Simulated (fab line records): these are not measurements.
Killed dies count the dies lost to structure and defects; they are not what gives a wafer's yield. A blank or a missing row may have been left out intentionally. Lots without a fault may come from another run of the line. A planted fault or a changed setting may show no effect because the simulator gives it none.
Matching of chambers | flow gf180mcu | cmp-02 running GF_V4_CMP_26: 4 sister chambers
The step polishes, stops on SiO2, t overpolish 15 s, target thk 0 nm. 4 wafers are shown with their chamber, then 7 later ones without.

EACH WAFER AND ITS CHAMBER
wafer  | chamber | motor current A (A)
L210.1 | 0       | 9.8
L210.2 | 3       | 10.9
L214.1 | 1       | 9.7
L214.3 | 2       | 10.5

WAFERS MISSING THEIR CHAMBER
wafer  | motor current A (A)
L214.4 | 10.3
L215.4 | 10.5
L215.5 | 11.2
L215.6 | 10.9
L226.1 | 11.1
L226.2 | 9.5
L226.4 | 10.6

CHAMBER TAKEN BY EACH
wafer  | from the rows above     | in truth
L214.4 | can't be placed: 2 or 0 | 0
L215.4 | 2                       | 2
L215.5 | 3                       | 3
L215.6 | 3                       | 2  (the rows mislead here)
L226.1 | 3                       | 3
L226.2 | can't be placed: 1 or 0 | 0
L226.4 | can't be placed: 2 or 3 | 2
Correctly placed: 3 of 7. Unplaceable from these rows: 3, with the true chamber sitting among the candidates in 3. 1 placed wrongly.
How it was worked out, from the rows above alone: a wafer's distance from a chamber is the root of the sum, over the readings, of the square of ((its reading less the chamber's mean) divided by the reading's scatter). If the next closest chamber is less than 2 further off than the closest, the wafer can't be placed; otherwise it belongs to the closest. A chamber's mean is the mean of its shown wafers. The scatter (one wafer shown for each chamber): square how far every hidden wafer sits from the nearest shown wafer, average those squares and take the square root.
